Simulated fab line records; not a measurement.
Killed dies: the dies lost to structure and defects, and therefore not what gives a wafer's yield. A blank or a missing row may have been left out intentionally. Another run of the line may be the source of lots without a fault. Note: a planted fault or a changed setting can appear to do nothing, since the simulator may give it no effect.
Struck lot and sound lot, side by side ; flow sky130 ; 45 steps out of a route of 708
Sound: these wafers, L488.4, L488.5, L488.6. Wafers L496.1, L496.3, L496.5 were the ones struck. Last of all comes the cause.
At each step with rows: each side's tool, then ch and its chambers, then its first start. Under that, the readings that differ: sound wafers ; struck wafers ; difference of the means ; sigmas: that difference in standard deviations of wafers without a fault.
alike: words and numbers the same on both sides, and readings whose means are apart by under 2 such deviations; not compared: readings that were withheld, readings missing a value for some wafer, numbers with overlapping values and no deviation given by the record, and bounds like >300 which may hide the same value.
Wherever a step has rows on one side only, a row that says differs or no value, or a row with sigmas, the two part there. Numbers that don't overlap but have no deviation are shown without sigmas and don't part them. A reading that every wafer of one side lacks parts them only if that side has two wafers or more.

SKY_POLY_GATE_THK_MEAS_01:
  struck on filmMetro-02, day 18 10:09; sound on filmMetro-02, day 17 01:50
  alike: POLY_GATE_CVD_00_THK
then, 8 steps without rows for these wafers: SKY_RES_PROTECT_DEHYDRATE_00 (time 60 s); SKY_RES_PROTECT_HMDS_01 (prime time 60 s); SKY_RES_PROTECT_COAT_02 (resist thk 1140 nm); SKY_RES_PROTECT_SOFTBAKE_03 (time 60 s); SKY_RES_PROTECT_EXPOSE_04 (exposes mask RPM, target cd 1270 nm); SKY_RES_PROTECT_PEB_05; SKY_RES_PROTECT_DEVELOP_06 (develop time 60 s); SKY_POLY_GATE_IMPLANT_02.
SKY_RES_PROTECT_STRIP_07: strips in O2/N2.
  sound on plasmaAsher-01 ch 0,1, day 18 06:04; struck on plasmaAsher-01 ch 1, day 19 15:52
  alike: drypumpMotorCurrentA, oesProductAu, stripTimeToEndpointS
  not compared: rfHoursCounterH
SKY_RES_PROTECT_TW_MEAS_08:
  struck on filmMetro-02, day 19 15:58; sound on filmMetro-01, day 18 06:09
reading;sound;struck;difference;sigmas
POLY_GATE_TW;4069 4115 4116;4008 3999 4007;-95;-3
then, 1 step without rows for these wafers: SKY_RES_PROTECT_CLEAN_09 (cleans in SC1/SC2, time 150 s).
SKY_POLY_GATE_CVD_03: deposits Si3N4 from DCS/NH3, target thk 75 nm, time 1290 s.
  sound on lpcvd-02 ch 1, day 18 07:08; struck on lpcvd-02 ch 0, day 19 16:05
reading;sound;struck;difference;sigmas
spikeTcCentreC (C);770.5 769.6 767.1;770.9 773.9 772.3;+3.3;+2
model.Si3N4_of_POLY_GATE_CVD_03.thkNm (nm);75.77 75.27 75.2;98.65 98.53 99.37;+23.44;
  alike: zonePowerLowerPct
SKY_POLY_GATE_THK_MEAS_04:
  struck on filmMetro-04, day 19 17:26; sound on filmMetro-02, day 18 09:13
reading;sound;struck;difference;sigmas
POLY_GATE_CVD_03_THK (nm);75.8 75.3 75.3;98.7 98.5 99.5;+23.4;+38
then, 8 steps without rows for these wafers: SKY_POLY_GATE_DEHYDRATE_05 (time 60 s); SKY_POLY_GATE_HMDS_06 (prime time 60 s); SKY_POLY_GATE_COAT_07 (resist thk 110 nm); SKY_POLY_GATE_COAT_08 (resist thk 450 nm); SKY_POLY_GATE_SOFTBAKE_09 (time 90 s); SKY_POLY_GATE_EXPOSE_10 (exposes mask P1M, target cd 150 nm); SKY_POLY_GATE_PEB_11; SKY_POLY_GATE_DEVELOP_12 (develop time 60 s).
SKY_POLY_GATE_CD_MEAS_13 targets a cd of 150 nm.
  struck on cdSem-02, day 20 23:55; sound on cdSem-02, day 19 14:41
  alike: cdNm
SKY_POLY_GATE_OVL_MEAS_14:
  struck on overlay-02, day 21 00:02; sound on overlay-02, day 19 14:46
reading;sound;struck;difference;sigmas
POLY_GATE_OVL (nm);-8 -8 -16;8 7 8;+18;+3
SKY_POLY_GATE_ETCH_15: etches BARC in N2/H2, stops on SiO2, time 118.5 s, target depth 110 nm.
  sound on rieDiel-04 ch 1,2,3, day 19 14:47; struck on rieDiel-04 ch 0,1,3, day 21 00:04
  alike: drypumpMotorCurrentA, oesProductAu, throttleValvePct
  not compared: rfHoursCounterH
SKY_POLY_GATE_ETCH_16: etches Si3N4 in CH3F/O2, stops on poly-Si, time 147.5 s, target depth 75 nm.
  sound on rieDiel-04 ch 1,2,3, day 19 14:52; struck on rieDiel-04 ch 0,1,3, day 21 00:09
reading;sound;struck;difference;sigmas
oesProductAu (a.u.);0.643 0.641 0.639;0.717 0.708 0.726;+0.076;+15
throttleValvePct (%);10.520 10.546 10.526;10.531 10.559 10.561;+0.020;+2
model.etch.depthNm (nm);75.77 75.27 75.2;98.65 98.53 99.37;+23.44;
  alike: drypumpMotorCurrentA
  not compared: rfHoursCounterH
SKY_POLY_GATE_ETCH_17: etches poly-Si in HBr/Cl2, stops on SiO2, target depth 180 nm, time 70.5 s.
  sound on rieSi-02 ch 0,3, day 19 14:58; struck on rieSi-02 ch 0,3, day 21 00:15
  alike: HBr_flow_sccm, drypumpMotorCurrentA, mfcCl2Sccm, oesProductAu, throttleValvePct
  not compared: rfHoursCounterH
SKY_POLY_GATE_STRIP_18: strips in O2/N2.
  sound on plasmaAsher-02 ch 0,1, day 19 15:03; struck on plasmaAsher-04 ch 0,1, day 21 00:19
  alike: drypumpMotorCurrentA, oesProductAu, stripTimeToEndpointS
  not compared: rfHoursCounterH
then, 2 steps without rows for these wafers: SKY_POLY_GATE_CLEAN_19 (cleans in SC1/SC2, time 150 s); SKY_POLY_GATE_OXIDATION_20 (stabilise 600 s, purge 300 s, target thk 4 nm).
SKY_POLY_GATE_THK_MEAS_21:
  struck on filmMetro-04, day 21 01:43; sound on filmMetro-04, day 19 18:17
  alike: POLY_GATE_OXIDATION_THK
SKY_POLY_GATE_CD_MEAS_22:
  struck on cdSem-02, day 21 01:49; sound on cdSem-01, day 19 18:35
  alike: cdNm
then, 7 steps without rows for these wafers: SKY_LDD_N_DEHYDRATE_00 (time 60 s); SKY_LDD_N_HMDS_01 (prime time 60 s); SKY_LDD_N_COAT_02 (resist thk 300 nm); SKY_LDD_N_SOFTBAKE_03 (time 60 s); SKY_LDD_N_EXPOSE_04 (exposes mask NTM, target cd 840 nm); SKY_LDD_N_PEB_05; SKY_LDD_N_DEVELOP_06 (develop time 60 s).
SKY_LDD_N_OVL_MEAS_07:
  struck on overlay-01, day 22 08:25; sound on overlay-02, day 21 01:32
  alike: LDD_N_OVL
then, 2 steps without rows for these wafers: SKY_LDD_N_IMPLANT_08; SKY_LDD_N_IMPLANT_09.
-- a jump in the record: the struck wafers' starts before and after are 5 days apart (it breaks off in module LDD_N and resumes in module LDD_LDN, where the first step shown is number 303 of the route) --
SKY_LDD_LDN_CLEAN_14: cleans in SC1/SC2, time 150 s.
  sound on wetBench-03 ch 1, day 26 06:07; struck on wetBench-03 ch 3, day 27 10:27
reading;sound;struck;difference;sigmas
model.Si3N4_of_POLY_GATE_CVD_03.thkNm (nm);75.63 75.14 75.07;98.51 98.39 99.23;+23.43;
SKY_POLY_CUT_ETCH_11: etches Si3N4 in CF4/CH2F2/Ar, stops on poly-Si, time 42.5 s, target depth 60 nm.
  sound on rieDiel-04 ch 1,2,3, day 27 14:10; struck on rieDiel-03 ch 2,3, day 28 17:04
reading;sound;struck;difference;sigmas
oesProductAu (a.u.);0.833 0.840 0.838;0.968 0.968 0.973;+0.133;+20
model.POLY_CUT.featureDepthNm (nm);62.58 62.22 62.24;81.1 81.12 81.77;+19.0;
model.etch.depthNm (nm);62.58 62.22 62.24;81.1 81.12 81.77;+19.0;
  alike: cf4FlowSccm, drypumpMotorCurrentA, throttleValvePct
  not compared: rfHoursCounterH
-- a jump in the record: the struck wafers' starts before and after are 20 days apart (it breaks off in module POLY_CUT and resumes in module PAD_OPEN, where the first step shown is number 708 of the route) --
SKY_PAD_OPEN_PROBE_99:
  struck on prober-01, day 49 01:23; sound on prober-01, day 48 08:07
reading;sound;struck;difference;sigmas
model.etest.liconPoly.rcOhm;152.6 160.6 153.6;148.8 142.4 149;-8.9;
model.etest.capLiToPoly.cAfUm2;98.77 99.32 98.31;102.2 102.5 100.3;+2.9;

== WHERE THEY PART ==
First at SKY_RES_PROTECT_TW_MEAS_08; last, within this record, at SKY_POLY_CUT_ETCH_11.

WHY: what the simulator had put in
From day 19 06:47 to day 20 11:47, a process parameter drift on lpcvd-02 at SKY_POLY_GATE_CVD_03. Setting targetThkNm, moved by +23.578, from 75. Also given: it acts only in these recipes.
